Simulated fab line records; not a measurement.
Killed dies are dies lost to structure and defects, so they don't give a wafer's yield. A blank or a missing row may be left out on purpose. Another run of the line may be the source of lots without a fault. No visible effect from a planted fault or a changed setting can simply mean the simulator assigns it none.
8D (eight disciplines) problem report, filled in by code | flow sky130 | the parts of the form that need people (team, actions taken, sign-off) are left out

1. WHAT IS WRONG
Across 6 wafers from 2 lots, POLY_GATE_CVD_00_THK at SKY_POLY_GATE_THK_MEAS_01 averages 98.4 nm, while fault-free wafers read 179.8 nm with a standard deviation of 1.5. Measured from the usual mean, that is -54 standard deviations.
Earliest sighting: wafer L560.1 on film metro-02 at day 15 21:16. At this step, 30 wafers from 10 lots have a number in the record. Rule for "out" (also "out of limits"): further than 4 standard deviations from the usual mean. Any other wafer with a number is counted as sound.

2. WHAT THIS IS AND IS NOT
question                    | is                           | is not
which readings at this step | POLY_GATE_CVD_00_THK         | -
which lots                  | L560, L561                   | L554, L558, L570, L572, L573, L574, L575, L576
which wafers of those lots  | all that have a number       | -
read on which gauges        | film metro-02, film metro-04 | film metro-01
when                        | from day 15 21:16            | up to then (6 sound wafers); but 18 sound wafers of L570, L572, L573, L574, L575, L576 came after

3. WHAT RULES OUT EACH SUSPECT
Counting: a tool at a process step up to the reading stays a suspect if it ran every lot that is out and no sound lot after the first of them.
- the gauge at SKY_POLY_GATE_THK_MEAS_01 is ruled out. Those wafers that are out were read across 2 gauges (film metro-02, film metro-04).
- lpcvd-01 at SKY_POLY_GATE_CVD_00 (deposits poly-Si, target thk 180 nm, time 720 s): ruled out as a lasting fault. Following L560 (day 15 20:04), the first lot on it that is out, the sound lots L570, L572, L573, L574, L575, L576 were run on it.
Left after counting: nothing in the record.

4. THE CAUSE (what the simulator had put in)
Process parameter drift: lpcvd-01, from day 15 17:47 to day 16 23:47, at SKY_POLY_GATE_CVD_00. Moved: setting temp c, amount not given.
It was ruled out by counting, in error; the rule expects a fault to strike all lots run on its tool from its start on, and this fault did not.

5. THE CHAIN OF EFFECTS, in route order
Each row: a reading where the mean over the struck wafers with a number is more than 3 standard deviations away from the usual. Only readings for which the record gives a usual standard deviation are gone through. hours: the time from each lot's start at the first step in this table that gives one to its start at this step, as a median over the lots. sigmas: the change in usual standard deviations.
hours | step                      | reading              | usual      | on struck wafers | change | sigmas
0     | SKY_POLY_GATE_CVD_00      | spike tc bottom C    | 639 C      | 619              | -20    | -6.4
0     | SKY_POLY_GATE_CVD_00      | spike tc centre C    | 620.7 C    | 594.9            | -25.8  | -26
0     | SKY_POLY_GATE_CVD_00      | spike tc lower C     | 620.3 C    | 593.6            | -26.7  | -17
0     | SKY_POLY_GATE_CVD_00      | spike tc top C       | 636.7 C    | 613.5            | -23.2  | -19
0     | SKY_POLY_GATE_CVD_00      | spike tc upper C     | 619.9 C    | 595.6            | -24.3  | -22
0     | SKY_POLY_GATE_CVD_00      | susceptor temp C     | 620.04 C   | 594.77           | -25.27 | -87
1     | SKY_POLY_GATE_THK_MEAS_01 | POLY_GATE_CVD_00_THK | 179.8 nm   | 98.4             | -81.4  | -54
62    | SKY_POLY_GATE_ETCH_17     | oes product au       | 0.985 a.u. | 0.668            | -0.317 | -45
The process steps in it:
- SKY_POLY_GATE_CVD_00: deposits poly-Si, target thk 180 nm, time 720 s.
- SKY_POLY_GATE_ETCH_17: etches poly-Si in HBr/Cl2, stops on SiO2, target depth 180 nm, time 70.5 s.

6. WHAT WOULD HAVE CAUGHT IT SOONER
Counted from the fault's start at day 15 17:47, it took 3 hours until the first out-of-limits reading at a measuring or inspecting step in this record, taken at day 15 21:16.
Tool's own readings at SKY_POLY_GATE_CVD_00, spike tc bottom C, spike tc centre C, spike tc lower C, spike tc top C, spike tc upper C, susceptor temp C: out on all struck wafers the step has rows for; an alarm limit on them would have tripped on the first.
